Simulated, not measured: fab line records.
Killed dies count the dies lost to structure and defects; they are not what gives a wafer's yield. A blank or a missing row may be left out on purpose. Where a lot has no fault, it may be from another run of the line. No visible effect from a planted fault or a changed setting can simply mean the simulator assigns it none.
A struck lot beside a sound one -- flow sfqLine -- 42 steps out of a route of 325
Sound: wafers L734.2, L734.4, L734.5. Struck: wafers L732.2, L732.5, L732.6. The cause is given at the end.
Per side, at each step with rows, come the tool, then ch with its chambers, and then its first start. Under that, the readings that differ: sound wafers -- struck wafers -- difference of the means -- sigmas: that difference in standard deviations of wafers without a fault.
alike: same words and numbers on both sides, and readings whose means sit less than 2 such deviations apart. not compared: any withheld reading, any reading some wafer has no value for, any bound like >300 that may hide the same value, and any number with overlapping values for which the record gives no deviation.
Wherever a step has rows on one side only, a row that says differs or no value, or a row with sigmas, the two part there. Numbers that have no deviation but don't overlap get no sigmas and don't part them. A reading missing from all wafers of one side parts the sides only when that side holds two or more wafers.

first, 6 steps without rows for these wafers: SFQ_TRILAYER_M2_LITHO_COAT_062 (resist thk 62 nm); SFQ_TRILAYER_M2_LITHO_COAT_057 (resist thk 600 nm); SFQ_TRILAYER_M2_LITHO_SOFTBAKE_061; SFQ_TRILAYER_M2_LITHO_EXPOSE_058 (exposes mask M2, target cd 500 nm); SFQ_TRILAYER_M2_LITHO_PEB_060 (peb time 60 s); SFQ_TRILAYER_M2_LITHO_DEVELOP_059 (time 60 s).
SFQ_M2_OVL_MEAS_916:
  struck on overlay-02, day 25 18:07; sound on overlay-02, day 26 17:14
  alike: M2_OVL
then, 1 step without rows for these wafers: SFQ_TRILAYER_M2_BARC_OPEN_METAL_ETCH_077 (etches BARC in O2, target depth 125 nm, time 41.7 s).
SFQ_TRILAYER_M2_ETCH_METAL_ETCH_060: etches Nb in Cl2/Ar, stops on SiO2, target depth 240 nm, time 120 s.
  sound on rieMetal-04 ch 0,1, day 26 17:20; struck on rieMetal-01 ch 0,1, day 25 18:13
  alike: drypumpMotorCurrentA, oesProductAu
  not compared: rfHoursCounterH
then, 2 steps without rows for these wafers: SFQ_TRILAYER_M2_STRIP_STRIP_061 (strips in O2); SFQ_TRILAYER_M2_STRIP_SOLV_CLEAN_062 (cleans in NMP, time 600 s).
SFQ_TRILAYER_I2_DEP_PECVD_063: deposits SiO2 from SiH4/N2O, time 111.11 s, target thk 500 nm.
  sound on pecvd-01 ch 0,1,2, day 26 18:14; struck on pecvd-01 ch 1,2, day 25 19:08
  alike: heaterPowerOuterW, heaterPowerW, showerheadVppV, throttleValvePct
  not compared: sinceWetCleanH
SFQ_TRILAYER_I2_CMP_CMP_064: polishes SiO2.
  sound on cmp-01 ch 1,3, day 27 15:11; struck on cmp-01 ch 1,2, day 26 13:39
  no value came back on the struck wafers for any of 5 readings (edgeZonePressureFrac, headPressurePsi (psi) and others); on the sound wafers edgeZonePressureFrac reads 0.991 1.001 0.983
reading,sound,struck,difference,sigmas
model.SiO2_of_TRILAYER_I2_DEP_PECVD_063.thkNm (nm),200.2 200.9 200.9,504.9 499.4 509.7,+304.0,
SFQ_I2_BOW_MEAS_917:
  struck on filmMetro-04, day 26 16:40; sound on filmMetro-04, day 27 18:13
  alike: I2_BOW
SFQ_TRILAYER_I2_METRO_MEASURE_065:
  struck on filmMetro-04, day 26 16:58; sound on filmMetro-04, day 27 18:31
reading,sound,struck,difference,sigmas
thkNm (nm),200.2 201.0 200.8,504.4 499.4 509.7,+303.8,+99 or more
then, 6 steps without rows for these wafers: SFQ_TRILAYER_I2_VIA_LITHO_COAT_072 (resist thk 62 nm); SFQ_TRILAYER_I2_VIA_LITHO_COAT_067 (resist thk 650 nm); SFQ_TRILAYER_I2_VIA_LITHO_SOFTBAKE_071; SFQ_TRILAYER_I2_VIA_LITHO_EXPOSE_068 (exposes mask I2, target cd 500 nm); SFQ_TRILAYER_I2_VIA_LITHO_PEB_070 (peb time 60 s); SFQ_TRILAYER_I2_VIA_LITHO_DEVELOP_069 (time 60 s).
-- the record jumps here: 3 days lie between the struck wafers' starts before and after --
SFQ_I2_OVL_MEAS_918:
  struck on overlay-02, day 29 18:46; sound on overlay-02, day 31 01:29
  alike: I2_OVL
then, 1 step without rows for these wafers: SFQ_TRILAYER_I2_VIA_BARC_OPEN_VIA_ETCH_096 (etches BARC in O2, target depth 125 nm, time 41.7 s).
SFQ_TRILAYER_I2_VIA_ETCH_VIA_ETCH_070: etches SiO2 in CHF3, stops on Nb, target depth 260 nm.
  sound on rieDiel-01 ch 1,2,3, day 31 01:33; struck on rieDiel-01 ch 1,2, day 29 18:50
reading,sound,struck,difference,sigmas
oesProductAu (a.u.),0.863 0.848 0.855,1.650 1.645 1.645,+0.791,+99 or more
model.etch.depthNm (nm),200.2 200.9 200.9,264.2 263.5 264.8,+63.5,
model.I2.featureDepthNm (nm),200.2 200.9 200.9,264.2 263.5 264.8,+63.5,
  alike: drypumpMotorCurrentA
SFQ_TRILAYER_I2_VIA_STRIP_STRIP_071: strips in O2.
  sound on rieMetal-04 ch 0,1, day 31 01:40; struck on rieMetal-03 ch 0,1, day 29 18:57
  alike: drypumpMotorCurrentA, oesProductAu
  not compared: rfHoursCounterH
then, 1 step without rows for these wafers: SFQ_TRILAYER_I2_VIA_STRIP_SOLV_CLEAN_072 (cleans in NMP, time 600 s).
SFQ_TRILAYER_M3_DEP_PRE_CLEAN_074: time 22.5 s.
  struck on pvdSputter-06, day 29 19:44; sound on pvdSputter-06, day 31 02:26
reading,sound,struck,difference,sigmas
model.SiO2_of_TRILAYER_I2_DEP_PECVD_063.thkNm (nm),192.7 193.4 193.4,497.4 491.9 502.2,+304.0,
SFQ_TRILAYER_M3_DEP_SPUTTER_073: material Nb, target thk 200 nm, time 133.3 s.
  struck on pvdSputter-06, day 29 19:46; sound on pvdSputter-06, day 31 02:28
  alike: basePressurePa, throttleValvePct
SFQ_M3_RS_MEAS_919: uses a four-point probe to measure.
  struck on filmMetro-02, day 29 19:52; sound on filmMetro-03, day 31 02:35
  alike: M3_NB_RS
then, 6 steps without rows for these wafers: SFQ_TRILAYER_M3_LITHO_COAT_080 (resist thk 62 nm); SFQ_TRILAYER_M3_LITHO_COAT_075 (resist thk 600 nm); SFQ_TRILAYER_M3_LITHO_SOFTBAKE_079; SFQ_TRILAYER_M3_LITHO_EXPOSE_076 (exposes mask M3, target cd 500 nm); SFQ_TRILAYER_M3_LITHO_PEB_078 (peb time 60 s); SFQ_TRILAYER_M3_LITHO_DEVELOP_077 (time 60 s).
-- the record jumps here: 3 days lie between the struck wafers' starts before and after --
SFQ_M3_OVL_MEAS_921:
  struck on overlay-01, day 32 18:52; sound on overlay-02, day 34 03:16
  alike: M3_OVL
SFQ_TRILAYER_M3_BARC_OPEN_METAL_ETCH_100: etches BARC in O2, target depth 125 nm, time 41.7 s.
  sound on rieMetal-04 ch 0,1, day 34 03:17; struck on rieMetal-03 ch 0,1, day 32 18:53
  alike: drypumpMotorCurrentA, oesProductAu
  not compared: rfHoursCounterH
then, 4 steps without rows for these wafers: SFQ_TRILAYER_M3_ETCH_METAL_ETCH_078 (etches Nb in Cl2/Ar, stops on SiO2, target depth 240 nm, time 120 s); SFQ_TRILAYER_M3_STRIP_STRIP_079 (strips in O2); SFQ_TRILAYER_M3_STRIP_SOLV_CLEAN_080 (cleans in NMP, time 600 s); SFQ_TRILAYER_I3_DEP_PECVD_081 (deposits SiO2 from SiH4/N2O, time 111.11 s, target thk 500 nm).
-- the record jumps here: 42 days lie between the struck wafers' starts before and after --
SFQ_M8_BOW_MEAS_951:
  struck on filmMetro-01, day 74 20:28; sound on filmMetro-03, day 75 04:55
reading,sound,struck,difference,sigmas
model.etest.i2.linkOhm,1.966 1.976 2.002,1e+06 1e+06 1e+06,+1e+06,
  alike: M8_BOW

## WHERE THEY PART
At SFQ_TRILAYER_I2_CMP_CMP_064 first; at SFQ_TRILAYER_I2_VIA_ETCH_VIA_ETCH_070 last (within this record only). Later steps at which nothing parts them and some readings are alike: SFQ_TRILAYER_I2_VIA_STRIP_STRIP_071, SFQ_TRILAYER_M3_DEP_SPUTTER_073, SFQ_M3_RS_MEAS_919, SFQ_M3_OVL_MEAS_921, SFQ_TRILAYER_M3_BARC_OPEN_METAL_ETCH_100, SFQ_M8_BOW_MEAS_951.

WHY: what had been put in by the simulator
At SFQ_TRILAYER_I2_CMP_CMP_064, the step was skipped entirely on cmp-01 from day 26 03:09 on. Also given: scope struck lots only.
